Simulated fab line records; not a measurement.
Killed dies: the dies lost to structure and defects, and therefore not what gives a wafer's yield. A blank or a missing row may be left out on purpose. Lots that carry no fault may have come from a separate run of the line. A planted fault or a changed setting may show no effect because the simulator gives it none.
The tool behind it: which one? | flow gf180mcu | Sampling: 12 lots, 35 wafers, 5 of 602 route steps

WHAT EACH GAUGE READ, for each wafer
GF_DNWELL_TW_MEAS_09. Usual: DNWELL_TW gives 1364 (standard deviation 10).
lot  | measured    | on            | DNWELL_TW      | flag
L884 | day 2 19:33 | film metro-02 | 1358 1356      |
L885 | day 3 01:01 | film metro-01 | 1375 1372 1377 |
L888 | day 3 17:33 | film metro-02 | 1368 1369 1369 |
L891 | day 4 12:50 | film metro-04 | 1350 1351 1357 |
L897 | day 5 19:55 | film metro-04 | 1352 1352 1354 |
L898 | day 5 22:31 | film metro-01 | 1361 1350 1361 |
L899 | day 6 04:15 | film metro-02 | 1388 1377 1373 |
L900 | day 6 09:49 | film metro-02 | 1376 1382 1383 |
L901 | day 6 13:31 | film metro-02 | 1369 1363 1377 |
L902 | day 6 18:24 | film metro-02 | 1369 1379 1370 |
L903 | day 7 00:07 | film metro-02 | 1365 1362 1360 |
L907 | day 7 22:00 | film metro-02 | 1348 1359 1358 |

GF_VT_IMPLANT_OVL_MEAS_40. Usual: VT_IMPLANT_03_OVL gives -0.1 nm (standard deviation 1.3).
lot  | measured     | on         | VT_IMPLANT_03_OVL (nm) | flag
L884 | day 7 11:59  | overlay-01 | 1.8 0.4                |
L885 | day 7 19:38  | overlay-02 | 0.1 -0.7 1.2           |
L888 | day 8 13:57  | overlay-01 | -0.2 -2.0 -1.5         |
L891 | day 9 15:28  | overlay-02 | -1.7 -0.2 -0.8         |
L897 | day 11 06:03 | overlay-01 | -2.7 -1.5 -1.1         |
L898 | day 11 12:33 | overlay-02 | -0.3 0.8 -0.8          |
L899 | day 11 20:03 | overlay-02 | 2.1 0.5 1.4            |
L900 | day 12 02:35 | overlay-01 | -1.3 -0.2 -0.9         |
L901 | day 12 07:11 | overlay-01 | -0.9 2.7 0.9           |
L902 | day 12 11:47 | overlay-02 | 1.8 -0.1 0.0           |
L903 | day 12 20:47 | overlay-02 | -2.7 -3.1 -0.9         |
L907 | day 14 01:10 | overlay-02 | 1.1 2.7 0.7            |

WHAT TOOL EACH LOT RAN ON (gives the tool, then ch and the chambers of the sampled wafers, and finally the start)
lot  | GF_STI_ETCH_14                  | GF_STI_STRIP_15                     | GF_MVSD_STRIP_10
L884 | rie si-02 ch 0, day 2 01:51     | plasma asher-01 ch 0,1, day 2 01:58 | plasma asher-01 ch 0,1, day 4 10:52
L885 | rie si-01 ch 1,2,3, day 2 07:25 | plasma asher-04 ch 0,1, day 2 07:32 | plasma asher-04 ch 0,1, day 4 16:17
L888 | rie si-01 ch 0,1, day 3 00:11   | plasma asher-01 ch 1, day 3 00:16   | plasma asher-04 ch 0,1, day 5 10:32
L891 | rie si-01 ch 0,3, day 3 14:38   | plasma asher-01 ch 0,1, day 3 14:44 | plasma asher-01 ch 0,1, day 6 08:01
L897 | rie si-01 ch 0,1,2, day 4 22:31 | plasma asher-01 ch 0,1, day 4 22:36 | plasma asher-02 ch 0,1, day 7 16:56
L898 | rie si-01 ch 1,2,3, day 5 03:01 | plasma asher-02 ch 0,1, day 5 03:08 | plasma asher-02 ch 0,1, day 7 21:10
L899 | rie si-02 ch 1,3, day 5 07:34   | plasma asher-02 ch 0,1, day 5 07:39 | plasma asher-02 ch 0,1, day 8 03:10
L900 | rie si-02 ch 1,2,3, day 5 13:53 | plasma asher-04 ch 0,1, day 5 13:58 | plasma asher-01 ch 0,1, day 8 08:46
L901 | rie si-02 ch 1,2,3, day 5 17:34 | plasma asher-04 ch 0,1, day 5 17:41 | plasma asher-02 ch 0,1, day 8 13:17
L902 | rie si-02 ch 1,3, day 5 23:09   | plasma asher-04 ch 0,1, day 5 23:13 | plasma asher-04 ch 0,1, day 8 18:02
L903 | rie si-02 ch 0,2,3, day 6 04:32 | plasma asher-04 ch 0,1, day 6 04:38 | plasma asher-02 ch 0,1, day 9 00:18
L907 | rie si-02 ch 0,1,2, day 6 23:52 | plasma asher-04 ch 0,1, day 6 23:57 | plasma asher-01 ch 0,1, day 10 00:28
- GF_STI_ETCH_14: etches Si in HBr/Cl2/O2, target depth 360 nm, time 102.9 s.
- GF_STI_STRIP_15: strips in O2/N2.
- GF_MVSD_STRIP_10: strips in O2/N2.

WHAT THE TOOLS THEMSELVES READ (means of the sampled wafers that have a number; where no wafer has one, the mark that the record gives instead)
GF_STI_ETCH_14. Usual: drypump motor current A 5.4 A, standard deviation 0.35; oes product au 0.994 a.u., standard deviation 0.013; throttle valve pct 25.660 %, standard deviation 0.012.
lot  | tool      | drypump motor current A (A) | oes product au (a.u.) | throttle valve pct (%) | flag
L884 | rie si-02 | 5.3                         | 1.000                 | 25.656                 |
L885 | rie si-01 | 5.7                         | 0.988                 | 25.661                 |
L888 | rie si-01 | 5.5                         | 0.995                 | 25.657                 |
L891 | rie si-01 | 5.8                         | 1.007                 | 25.658                 |
L897 | rie si-01 | 5.7                         | 1.117                 | 25.587                 | OFF
L898 | rie si-01 | 5.7                         | 1.114                 | 25.583                 | OFF
L899 | rie si-02 | 5.1                         | 0.985                 | 25.657                 |
L900 | rie si-02 | 5.1                         | 0.996                 | 25.675                 |
L901 | rie si-02 | 5.1                         | 0.999                 | 25.660                 |
L902 | rie si-02 | 5.1                         | 1.006                 | 25.660                 |
L903 | rie si-02 | 5.2                         | 1.001                 | 25.649                 |
L907 | rie si-02 | 5.2                         | 0.989                 | 25.672                 |

GF_STI_STRIP_15. Usual: drypump motor current A 5.79 A, standard deviation 0.26; heater power w 341 W, standard deviation 74; oes product au 0.385 a.u., standard deviation 0.005; strip time to endpoint s 3.75 s, standard deviation 0.055.
lot  | tool            | drypump motor current A (A) | heater power w (W) | oes product au (a.u.) | strip time to endpoint s (s) | flag
L884 | plasma asher-01 | 5.83                        | 425                | 0.385                 | 3.71                         |
L885 | plasma asher-04 | 5.96                        | 291                | 0.385                 | 3.78                         |
L888 | plasma asher-01 | 5.76                        | 324                | 0.386                 | 3.77                         |
L891 | plasma asher-01 | 5.83                        | 391                | 0.380                 | 3.73                         |
L897 | plasma asher-01 | 5.86                        | 456                | 0.376                 | 3.51                         | OFF
L898 | plasma asher-02 | 5.77                        | 318                | 0.378                 | 3.55                         | OFF
L899 | plasma asher-02 | 5.75                        | 313                | 0.385                 | 3.81                         |
L900 | plasma asher-04 | 5.72                        | 301                | 0.388                 | 3.77                         |
L901 | plasma asher-04 | 5.71                        | 297                | 0.385                 | 3.74                         |
L902 | plasma asher-04 | 5.92                        | 293                | 0.384                 | 3.72                         |
L903 | plasma asher-04 | 5.75                        | 302                | 0.385                 | 3.68                         |
L907 | plasma asher-04 | 5.96                        | 297                | 0.387                 | 3.81                         |

GF_MVSD_STRIP_10. Usual: drypump motor current A 5.78 A, standard deviation 0.25; heater power w 352 W, standard deviation 77; oes product au 0.723 a.u., standard deviation 0.0043; strip time to endpoint s 36.99 s, standard deviation 0.078.
lot  | tool            | drypump motor current A (A) | heater power w (W) | oes product au (a.u.) | strip time to endpoint s (s) | flag
L884 | plasma asher-01 | 5.85                        | 428                | 0.718                 | 36.94                        |
L885 | plasma asher-04 | 5.93                        | 294                | 0.725                 | 36.88                        |
L888 | plasma asher-04 | 5.76                        | 295                | 0.718                 | 36.89                        |
L891 | plasma asher-01 | 5.83                        | 397                | 0.719                 | 36.96                        |
L897 | plasma asher-02 | 5.75                        | 318                | 0.722                 | 37.03                        |
L898 | plasma asher-02 | 5.75                        | 313                | 0.722                 | 36.97                        |
L899 | plasma asher-02 | 5.59                        | 331                | 0.724                 | 37.02                        |
L900 | plasma asher-01 | 5.80                        | 394                | 0.718                 | 37.00                        |
L901 | plasma asher-02 | 5.56                        | 326                | 0.722                 | 37.02                        |
L902 | plasma asher-04 | 5.73                        | 303                | 0.726                 | 37.01                        |
L903 | plasma asher-02 | 5.57                        | 329                | 0.724                 | 37.05                        |
L907 | plasma asher-01 | 5.87                        | 455                | 0.722                 | 36.93                        |

THE ANSWER, worked out from the rows above alone
Rule: take the mean of a lot's wafers that have a number; if it is more than 3 standard deviations from the usual mean, the lot is off. A lot without any number at a reading at which 4 lots or more have one is off too. Where the step has rows for the other lots, those lots are counted as sound. After the gauges, taken in route order, come the tools' own readings; for these a lot's mean is taken, as printed above. At the first step where some lot is off, the reading lying furthest off is the one used; lots without a number count as furthest.
Off: L897, L898 (GF_STI_ETCH_14, oes product au).
A tool fits if, at that step or a process step before it, it ran every lot that is off, and no sound lot after the first of them. One candidate fits, namely rie si-01 at GF_STI_ETCH_14. Its last sound lot is L891 (day 3 14:38), its first lot that is off L897 (day 4 22:31): a fault that began between those two fits.
The tool's own readings at GF_STI_ETCH_14 bear it out: on the lots that are off they differ by more than 5 times the standard deviation of the sound lots' means. oes product au reads 1.115 a.u. there against 0.997 a.u. on the sound lots; throttle valve pct reads 25.585 % there against 25.660 % on the sound lots.

WHAT THE SIMULATOR PUT IN
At GF_STI_ETCH_14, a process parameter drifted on rie si-01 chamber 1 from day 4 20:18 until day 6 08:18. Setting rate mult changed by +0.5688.
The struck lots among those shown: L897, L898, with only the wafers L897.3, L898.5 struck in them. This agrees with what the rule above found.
